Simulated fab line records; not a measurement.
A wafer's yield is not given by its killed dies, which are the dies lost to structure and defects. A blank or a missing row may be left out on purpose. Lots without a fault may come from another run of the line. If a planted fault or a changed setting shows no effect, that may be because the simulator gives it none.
Chamber matching | flow sky130 | SKY_CONTACT_HDPCVD_02 on hdpcvd-01 has 3 sister chambers
The step deposits SiO2, target thk 565 nm, time 94.2 s. 18 wafers are shown with their chamber, then 9 later ones without.

WAFERS WITH THEIR CHAMBER
wafer  | chamber | sih4 flow sccm (sccm)
L330.3 | 2       | 60.05
L330.4 | 1       | 59.97
L330.5 | 2       | 60.21
L331.3 | 0       | 60.08
L331.5 | 0       | 60.03
L331.6 | 1       | 59.84
L332.2 | 2       | 60.33
L332.4 | 2       | 60.36
L332.5 | 1       | 59.84
L333.4 | 1       | 59.66
L333.5 | 2       | 59.98
L333.6 | 0       | 60.04
L334.1 | 1       | 60.04
L334.3 | 0       | 59.91
L334.6 | 0       | 60.07
L337.2 | 1       | 59.89
L337.3 | 2       | 60.23
L337.6 | 1       | 59.84

SIGNATURES (averages over the wafers above)
reading        | chamber 0 | chamber 1 | chamber 2 | scatter within a chamber
sih4 flow sccm | 60.0260   | 59.8686   | 60.1933   | 0.121
Rule: a wafer's distance from a chamber is the root of the sum, over the readings, of the square of ((its reading less the chamber's mean) divided by the reading's scatter). If the next closest chamber is less than 2 further off than the closest, the wafer can't be placed; otherwise it belongs to the closest. The scatter is the square root of a quotient: the sum, over the shown wafers, of each reading's squared deviation from its chamber's mean, divided by wafers minus chambers.

WAFERS WITH NO CHAMBER GIVEN
wafer  | sih4 flow sccm (sccm)
L339.1 | 59.93
L339.4 | 60.22
L339.6 | 59.78
L347.1 | 60.07
L347.5 | 59.61
L347.6 | 60.23
L349.1 | 60.02
L349.4 | 59.66
L349.6 | 60.01

CHAMBER TAKEN BY EACH
wafer  | from the rows above          | in truth
L339.1 | can't be placed: 1 or 0 or 2 | 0
L339.4 | can't be placed: 2 or 0      | 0
L339.6 | can't be placed: 1 or 0      | 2
L347.1 | can't be placed: 0 or 2 or 1 | 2
L347.5 | can't be placed: 1 or 0      | 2
L347.6 | can't be placed: 2 or 0      | 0
L349.1 | can't be placed: 0 or 1 or 2 | 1
L349.4 | can't be placed: 1 or 0      | 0
L349.6 | can't be placed: 0 or 1 or 2 | 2
Correct placement for 0 of the 9. Can't be placed from these rows: 9 (the true chamber is among the candidates in 7). Number placed wrongly: 0.
